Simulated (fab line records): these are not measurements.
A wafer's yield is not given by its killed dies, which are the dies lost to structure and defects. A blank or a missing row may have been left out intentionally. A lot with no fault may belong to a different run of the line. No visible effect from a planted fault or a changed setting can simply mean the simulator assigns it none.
Which tool was responsible? | flow sky130 | Sampling: 14 lots, 42 wafers, 5 of 708 route steps

## WHAT THE GAUGES SHOWED, per wafer
SKY_LDD_HVP_TW_MEAS_10.
lot  | measured     | on           | LDD_HVP_TW
L514 | day 22 10:03 | filmMetro-03 | 460 458 459
L516 | day 23 14:37 | filmMetro-01 | 451 449 449
L517 | day 23 15:43 | filmMetro-01 | 454 450 449
L518 | day 23 23:43 | filmMetro-03 | 459 460 458
L520 | day 24 16:53 | filmMetro-01 | 452 452 451
L523 | day 24 23:47 | filmMetro-03 | 566 566 566
L524 | day 25 11:06 | filmMetro-01 | 445 447 445
L526 | day 26 01:01 | filmMetro-03 | 457 459 458
L525 | day 26 01:31 | filmMetro-03 | 572 565 567
L530 | day 27 10:21 | filmMetro-03 | 454 455 456
L533 | day 28 07:37 | filmMetro-04 | 459 455 455
L534 | day 28 22:07 | filmMetro-01 | 446 447 447
L535 | day 29 07:50 | filmMetro-04 | 450 450 454
L537 | day 29 15:07 | filmMetro-03 | 458 456 459

SKY_SD_N_TW_MEAS_12.
lot  | measured     | on           | SD_N_TW
L514 | day 28 16:14 | filmMetro-01 | 3938 3937 3921
L516 | day 29 18:29 | filmMetro-02 | 4003 3993 4004
L517 | day 29 19:01 | filmMetro-01 | 3932 3924 3940
L518 | day 30 02:23 | filmMetro-01 | 3939 3948 3924
L520 | day 30 18:26 | filmMetro-04 | 3951 3974 3988
L523 | day 31 00:05 | filmMetro-01 | 3893 3911 3901
L524 | day 31 11:14 | filmMetro-04 | 3953 3955 3957
L526 | day 31 22:51 | filmMetro-02 | 4013 4019 3994
L525 | day 32 02:32 | filmMetro-01 | 3931 3931 3936
L530 | day 33 23:34 | filmMetro-02 | 3999 4022 4011
L533 | day 34 07:06 | filmMetro-04 | 3979 3983 3967
L534 | day 34 19:48 | filmMetro-04 | 3977 3963 3976
L535 | day 35 01:14 | filmMetro-01 | 3922 3927 3927
L537 | day 35 09:17 | filmMetro-04 | 3957 3956 3959

SKY_LI_CONTACT_CD_MEAS_12: the cd target is 170 nm.
lot  | measured     | on       | cdNm (nm)
L514 | day 29 19:18 | cdSem-02 | 169.7 170.5 170.1
L516 | day 31 00:36 | cdSem-01 | 169.0 167.1 169.1
L517 | day 31 00:56 | cdSem-02 | 170.3 170.0 170.6
L518 | day 31 07:03 | cdSem-02 | 168.0 169.5 168.3
L520 | day 31 23:13 | cdSem-02 | 167.9 166.6 167.9
L523 | day 32 05:01 | cdSem-01 | 171.6 172.1 172.8
L524 | day 32 16:04 | cdSem-01 | 171.9 172.8 171.1
L526 | day 33 03:06 | cdSem-02 | 171.2 171.3 171.4
L525 | day 33 05:59 | cdSem-02 | 172.6 170.7 172.4
L530 | day 35 03:02 | cdSem-01 | 168.4 168.3 169.3
L533 | day 35 10:18 | cdSem-01 | 169.2 168.9 169.3
L534 | day 35 22:50 | cdSem-01 | 170.4 172.9 171.1
L535 | day 36 04:32 | cdSem-01 | 168.6 169.6 170.0
L537 | day 36 11:51 | cdSem-02 | 171.5 171.3 169.6

SKY_LI_CONTACT_OVL_MEAS_13.
lot  | measured     | on         | LI_CONTACT_OVL (nm)
L514 | day 29 19:25 | overlay-01 | 4 4 5
L516 | day 31 00:42 | overlay-01 | 9 7 8
L517 | day 31 01:03 | overlay-02 | 10 7 -1
L518 | day 31 07:09 | overlay-01 | 15 -4 0
L520 | day 31 23:18 | overlay-02 | 6 -3 -7
L523 | day 32 05:07 | overlay-01 | -1 6 -1
L524 | day 32 16:11 | overlay-01 | 1 -1 -5
L526 | day 33 03:12 | overlay-02 | -7 14 3
L525 | day 33 06:06 | overlay-01 | 3 -1 -1
L530 | day 35 03:09 | overlay-02 | 19 10 6
L533 | day 35 10:24 | overlay-02 | 6 6 9
L534 | day 35 22:56 | overlay-01 | 8 12 2
L535 | day 36 04:38 | overlay-02 | 0 -1 -1
L537 | day 36 11:57 | overlay-01 | -2 13 1

## TOOL THAT RAN EACH LOT (tool first, then ch and the chambers of the sampled wafers, then the start)
lot  | SKY_LDD_HVP_IMPLANT_08
L514 | implanter-01 ch 0, day 22 09:48
L516 | implanter-02 ch 0, day 23 14:23
L517 | implanter-01 ch 0, day 23 15:28
L518 | implanter-03 ch 0, day 23 23:29
L520 | implanter-02 ch 0, day 24 16:40
L523 | implanter-03 ch 0, day 24 23:15
L524 | implanter-03 ch 0, day 25 10:51
L526 | implanter-01 ch 0, day 26 00:47
L525 | implanter-03 ch 0, day 26 00:55
L530 | implanter-03 ch 0, day 27 10:06
L533 | implanter-01 ch 0, day 28 07:23
L534 | implanter-03 ch 0, day 28 21:53
L535 | implanter-03 ch 0, day 29 07:35
L537 | implanter-01 ch 0, day 29 14:53
- SKY_LDD_HVP_IMPLANT_08

## AS READ BY THE TOOLS THEMSELVES (means over the sampled wafers that have a number; for cases with no such wafer, the mark the record gives instead)
SKY_LDD_HVP_IMPLANT_08.
lot  | tool         | beamOnS (s) | faradayCurrentUA
L514 | implanter-01 | 9.92        | 94.4
L516 | implanter-02 | 9.89        | 94.8
L517 | implanter-01 | 10.06       | 93.2
L518 | implanter-03 | 9.95        | 94.2
L520 | implanter-02 | 9.90        | 94.7
L523 | implanter-03 | 9.88        | 94.9
L524 | implanter-03 | 9.88        | 95.1
L526 | implanter-01 | 9.97        | 93.9
L525 | implanter-03 | 10.11       | 92.6
L530 | implanter-03 | 10.01       | 93.9
L533 | implanter-01 | 9.97        | 94.1
L534 | implanter-03 | 10.00       | 93.7
L535 | implanter-03 | 10.13       | 92.6
L537 | implanter-01 | 10.09       | 93.2

## THE ANSWER, worked out from the rows above alone
Rule: usual is defined by the lots themselves. The widest of any qualifying gaps counts: lots, ordered by their means at a reading, are off when they make up no more than a third of the lots, leave a main group of 4 or more, and stand apart from it by 3 or more times the standard deviation of that group's means. If all means in a main group match to the digits the tables above print for the reading, that group is not used. Also off: a lot with no number at a reading for which 4 or more lots have one. All remaining lots with rows at the step are treated as sound. After the gauges, taken in route order, come the tools' own readings; for these a lot's mean is taken, as printed above. At the first step where some lot is off, the reading lying furthest off is the one used; lots without a number count as furthest.
Off: at SKY_LDD_HVP_TW_MEAS_10 (LDD_HVP_TW), L523, L525. For the main group the mean is 453 and the standard deviation 4.5.
A tool fits if, at a process step before that reading, it ran every lot that is off, and no sound lot after the first of them. Those tools and the gauges at SKY_LDD_HVP_TW_MEAS_10 are tried in the same way. No candidate that was tried fits.

## WHAT THE SIMULATOR HAD INSERTED
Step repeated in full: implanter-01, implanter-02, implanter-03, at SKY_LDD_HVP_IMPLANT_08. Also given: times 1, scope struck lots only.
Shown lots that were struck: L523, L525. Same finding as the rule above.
